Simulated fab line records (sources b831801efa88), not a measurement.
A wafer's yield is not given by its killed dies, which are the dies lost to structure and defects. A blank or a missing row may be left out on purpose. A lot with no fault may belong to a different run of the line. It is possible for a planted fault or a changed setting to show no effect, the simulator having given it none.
Which tool was responsible? || flow sky130 || Sampling: 12 lots, 36 wafers, 3 of 708 route steps

## WHAT THE GAUGES READ, wafer by wafer
SKY_CAPM_THK_MEAS_01. Usual: for CAPM_CVD_00_THK the level is 15.49 nm and the standard deviation is 0.2.
{"lot": "L714", "measured": "day 36 17:04", "on": "film metro-04", "CAPM_CVD_00_THK (nm)": "15.17 15.66 15.55", "flag": ""}
{"lot": "L715", "measured": "day 37 02:56", "on": "film metro-04", "CAPM_CVD_00_THK (nm)": "15.45 15.49 15.73", "flag": ""}
{"lot": "L716", "measured": "day 37 12:08", "on": "film metro-01", "CAPM_CVD_00_THK (nm)": "15.46 15.51 15.57", "flag": ""}
{"lot": "L718", "measured": "day 37 12:43", "on": "film metro-04", "CAPM_CVD_00_THK (nm)": "15.15 15.26 15.30", "flag": ""}
{"lot": "L717", "measured": "day 37 15:57", "on": "film metro-04", "CAPM_CVD_00_THK (nm)": "15.60 15.52 15.85", "flag": ""}
{"lot": "L721", "measured": "day 38 21:05", "on": "film metro-04", "CAPM_CVD_00_THK (nm)": "30.69 30.59 30.89", "flag": "OFF"}
{"lot": "L724", "measured": "day 39 19:26", "on": "film metro-03", "CAPM_CVD_00_THK (nm)": "30.72 30.91 31.58", "flag": "OFF"}
{"lot": "L726", "measured": "day 40 07:20", "on": "film metro-04", "CAPM_CVD_00_THK (nm)": "30.83 30.89 31.09", "flag": "OFF"}
{"lot": "L730", "measured": "day 41 15:29", "on": "film metro-04", "CAPM_CVD_00_THK (nm)": "15.36 15.53 15.65", "flag": ""}
{"lot": "L731", "measured": "day 41 20:26", "on": "film metro-01", "CAPM_CVD_00_THK (nm)": "15.64 15.84 15.86", "flag": ""}
{"lot": "L732", "measured": "day 42 04:53", "on": "film metro-01", "CAPM_CVD_00_THK (nm)": "15.34 15.58 15.57", "flag": ""}
{"lot": "L734", "measured": "day 42 18:11", "on": "film metro-03", "CAPM_CVD_00_THK (nm)": "15.30 15.44 15.47", "flag": ""}

## WHICH TOOL RAN EACH LOT (tool, then ch and the chambers of the sampled wafers, then the start)
{"lot": "L714", "SKY_VIA2_CVD_21": "cvd w-02 ch 0,1, day 36 16:11", "SKY_CAPM_CVD_00": "pecvd-01 ch 0,2, day 36 17:02"}
{"lot": "L715", "SKY_VIA2_CVD_21": "cvd w-01 ch 0,1, day 37 02:08", "SKY_CAPM_CVD_00": "pecvd-04 ch 0,2, day 37 02:55"}
{"lot": "L716", "SKY_VIA2_CVD_21": "cvd w-02 ch 1, day 37 11:20", "SKY_CAPM_CVD_00": "pecvd-03 ch 1,2, day 37 12:07"}
{"lot": "L718", "SKY_VIA2_CVD_21": "cvd w-02 ch 0,1, day 37 11:56", "SKY_CAPM_CVD_00": "pecvd-04 ch 0,2, day 37 12:41"}
{"lot": "L717", "SKY_VIA2_CVD_21": "cvd w-02 ch 0,1, day 37 15:11", "SKY_CAPM_CVD_00": "pecvd-01 ch 0,1, day 37 15:55"}
{"lot": "L721", "SKY_VIA2_CVD_21": "cvd w-01 ch 0,1, day 38 20:05", "SKY_CAPM_CVD_00": "pecvd-03 ch 0,1, day 38 20:52"}
{"lot": "L724", "SKY_VIA2_CVD_21": "cvd w-01 ch 0,1, day 39 18:27", "SKY_CAPM_CVD_00": "pecvd-01 ch 0,1,2, day 39 19:00"}
{"lot": "L726", "SKY_VIA2_CVD_21": "cvd w-01 ch 0,1, day 40 06:21", "SKY_CAPM_CVD_00": "pecvd-04 ch 0,1,2, day 40 07:00"}
{"lot": "L730", "SKY_VIA2_CVD_21": "cvd w-02 ch 0, day 41 14:42", "SKY_CAPM_CVD_00": "pecvd-04 ch 0,2, day 41 15:28"}
{"lot": "L731", "SKY_VIA2_CVD_21": "cvd w-01 ch 0,1, day 41 19:38", "SKY_CAPM_CVD_00": "pecvd-01 ch 1,2, day 41 20:25"}
{"lot": "L732", "SKY_VIA2_CVD_21": "cvd w-02 ch 0,1, day 42 04:06", "SKY_CAPM_CVD_00": "pecvd-01 ch 1,2, day 42 04:52"}
{"lot": "L734", "SKY_VIA2_CVD_21": "cvd w-01 ch 0,1, day 42 17:25", "SKY_CAPM_CVD_00": "pecvd-01 ch 1,2, day 42 18:10"}
- SKY_VIA2_CVD_21: deposits W, target thk 420 nm, time 126.4 s.
- SKY_CAPM_CVD_00: deposits SiO2, target thk 15.5 nm.

## AS READ BY THE TOOLS THEMSELVES (means over the sampled wafers that have a number; for cases with no such wafer, the mark the record gives instead)
SKY_VIA2_CVD_21. Usual: heater power w 786 W, standard deviation 38; susceptor temp C 399.93 C, standard deviation 0.22.
{"lot": "L714", "tool": "cvd w-02", "heater power w (W)": 819, "susceptor temp C (C)": 400.02, "flag": ""}
{"lot": "L715", "tool": "cvd w-01", "heater power w (W)": 797, "susceptor temp C (C)": 399.82, "flag": ""}
{"lot": "L716", "tool": "cvd w-02", "heater power w (W)": 837, "susceptor temp C (C)": 399.90, "flag": ""}
{"lot": "L718", "tool": "cvd w-02", "heater power w (W)": 815, "susceptor temp C (C)": 400.16, "flag": ""}
{"lot": "L717", "tool": "cvd w-02", "heater power w (W)": 819, "susceptor temp C (C)": 399.77, "flag": ""}
{"lot": "L721", "tool": "cvd w-01", "heater power w (W)": 781, "susceptor temp C (C)": 400.02, "flag": ""}
{"lot": "L724", "tool": "cvd w-01", "heater power w (W)": 796, "susceptor temp C (C)": 400.26, "flag": ""}
{"lot": "L726", "tool": "cvd w-01", "heater power w (W)": 800, "susceptor temp C (C)": 400.02, "flag": ""}
{"lot": "L730", "tool": "cvd w-02", "heater power w (W)": 752, "susceptor temp C (C)": 399.59, "flag": ""}
{"lot": "L731", "tool": "cvd w-01", "heater power w (W)": 781, "susceptor temp C (C)": 399.91, "flag": ""}
{"lot": "L732", "tool": "cvd w-02", "heater power w (W)": 744, "susceptor temp C (C)": 399.84, "flag": ""}
{"lot": "L734", "tool": "cvd w-01", "heater power w (W)": 812, "susceptor temp C (C)": 399.83, "flag": ""}

SKY_CAPM_CVD_00. Usual: heater power w 773 W, standard deviation 87; susceptor temp C 399.99 C, standard deviation 0.21.
{"lot": "L714", "tool": "pecvd-01", "heater power w (W)": 721, "susceptor temp C (C)": 399.99, "flag": ""}
{"lot": "L715", "tool": "pecvd-04", "heater power w (W)": 802, "susceptor temp C (C)": 399.89, "flag": ""}
{"lot": "L716", "tool": "pecvd-03", "heater power w (W)": 740, "susceptor temp C (C)": 399.80, "flag": ""}
{"lot": "L718", "tool": "pecvd-04", "heater power w (W)": 851, "susceptor temp C (C)": 400.01, "flag": ""}
{"lot": "L717", "tool": "pecvd-01", "heater power w (W)": 803, "susceptor temp C (C)": 400.20, "flag": ""}
{"lot": "L721", "tool": "pecvd-03", "heater power w (W)": 756, "susceptor temp C (C)": 399.94, "flag": ""}
{"lot": "L724", "tool": "pecvd-01", "heater power w (W)": 747, "susceptor temp C (C)": 399.94, "flag": ""}
{"lot": "L726", "tool": "pecvd-04", "heater power w (W)": 864, "susceptor temp C (C)": 399.95, "flag": ""}
{"lot": "L730", "tool": "pecvd-04", "heater power w (W)": 848, "susceptor temp C (C)": 399.93, "flag": ""}
{"lot": "L731", "tool": "pecvd-01", "heater power w (W)": 684, "susceptor temp C (C)": 400.15, "flag": ""}
{"lot": "L732", "tool": "pecvd-01", "heater power w (W)": 776, "susceptor temp C (C)": 399.87, "flag": ""}
{"lot": "L734", "tool": "pecvd-01", "heater power w (W)": 699, "susceptor temp C (C)": 399.99, "flag": ""}

## THE ANSWER, worked out from the rows above alone
Rule: take the mean of a lot's wafers that have a number; if it is more than 3 standard deviations from the usual mean, the lot is off. Also off: a lot with no number at a reading for which 4 or more lots have one. The other lots that the step has rows for count as sound. After the gauges, taken in route order, come the tools' own readings; for these a lot's mean is taken, as printed above. At the first step where some lot is off, the reading lying furthest off is the one used; lots without a number count as furthest.
Off: at SKY_CAPM_THK_MEAS_01 (CAPM_CVD_00_THK), L721, L724, L726.
A tool fits if, at a process step before that reading, it ran every lot that is off, and no sound lot after the first of them. The gauges at SKY_CAPM_THK_MEAS_01 are tried like those tools. Of those tried, none fits.

## WHAT THE SIMULATOR HAD INSERTED
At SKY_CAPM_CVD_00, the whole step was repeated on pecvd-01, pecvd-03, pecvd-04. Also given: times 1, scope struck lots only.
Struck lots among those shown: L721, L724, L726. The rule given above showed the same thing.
